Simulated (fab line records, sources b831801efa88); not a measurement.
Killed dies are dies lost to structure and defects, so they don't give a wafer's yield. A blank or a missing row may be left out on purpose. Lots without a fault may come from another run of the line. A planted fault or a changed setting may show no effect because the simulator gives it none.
Problem report in the 8D (eight disciplines) form, filled by code | flow gf180mcu | the parts of the form that need people (team, actions taken, sign-off) are left out

1. THE PROBLEM
run_length_s at GF_POLY_GATE_ETCH_13 reads a mean of 100.9 s on 1 wafer of 1 lot; wafers without a fault read 98.0 s with a standard deviation of 0.52. That is +5.6 standard deviations from the usual mean.
The step: etches poly-Si in HBr/Cl2, stops on SiO2, target depth 198.5 nm, time 69.6 s.
First seen on wafer L618.4, day 11 09:56, on rie_si-02. The record holds 39 wafers of 13 lots with a number at this step. Rule for "out", or "out of limits": more than 4 standard deviations from the usual mean. The other wafers with a number count as sound.

2. WHAT IT IS AND WHAT IT IS NOT
question                    | is                | is not
which readings at this step | run_length_s      | HBr_flow_sccm, drypump_motor_current_A, he_backside_leak_sccm, oes_product_au, throttle_valve_pct
which lots                  | L618              | L611, L612, L613, L624, L625, L626, L628, L629, L630, L631, L632, L633
which wafers of those lots  | L618.4            | L618.1, L618.6
read on which tools         | rie_si-02         | rie_si-01
when                        | from day 11 09:56 | up to then (11 sound wafers); but 27 sound wafers of L624, L625, L626, L628, L629, L630, L631, L632, L633 came after

3. SUSPECTS, AND WHAT RULES EACH OUT
Counting: a tool at a process step up to the reading stays a suspect if it ran every lot that is out. Sound lots after the first of them don't rule it out here, since some wafers of a struck lot are sound.
- rie_si-02 at GF_POLY_GATE_ETCH_13 (etches poly-Si in HBr/Cl2, stops on SiO2, target depth 198.5 nm, time 69.6 s): kept. It ran the lot that is out, L618 (day 11 09:56). Its own readings are out on those wafers: run_length_s.
- Within rie_si-02 at GF_POLY_GATE_ETCH_13: the wafers that are out ran in chamber 0; their sound lot-mates ran in chamber 2.
Left after counting: rie_si-02 at GF_POLY_GATE_ETCH_13.

4. THE CAUSE (what the simulator had put in)
Process parameter drift: rie_si-02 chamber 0, from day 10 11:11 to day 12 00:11, at GF_POLY_GATE_ETCH_13. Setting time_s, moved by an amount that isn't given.
Counting left only this tool.

5. THE CHAIN OF EFFECTS, in route order
Each row: a reading whose mean over the struck wafers that have a number lies more than 3 standard deviations from the usual. Only readings for which the record gives a usual standard deviation are gone through. hours: the time from each lot's start at the first step in this table that gives one to its start at this step, as a median over the lots. sigmas: the change in usual standard deviations.
hours | step                 | reading      | usual  | on struck wafers | change | sigmas
0     | GF_POLY_GATE_ETCH_13 | run_length_s | 98.0 s | 100.9            | +2.9   | +5.6
The process steps in it:
- GF_POLY_GATE_ETCH_13: etches poly-Si in HBr/Cl2, stops on SiO2, target depth 198.5 nm, time 69.6 s.
Later measuring or inspecting steps at which every struck wafer that the step has a row for has a number for every such reading, and none has moved that far: GF_V1_OVL_MEAS_15, GF_V1_THK_MEAS_25.

6. WHAT WOULD HAVE CAUGHT IT SOONER
In this record the first reading out of limits was taken at day 11 09:56, 23 hours after the fault began at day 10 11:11.
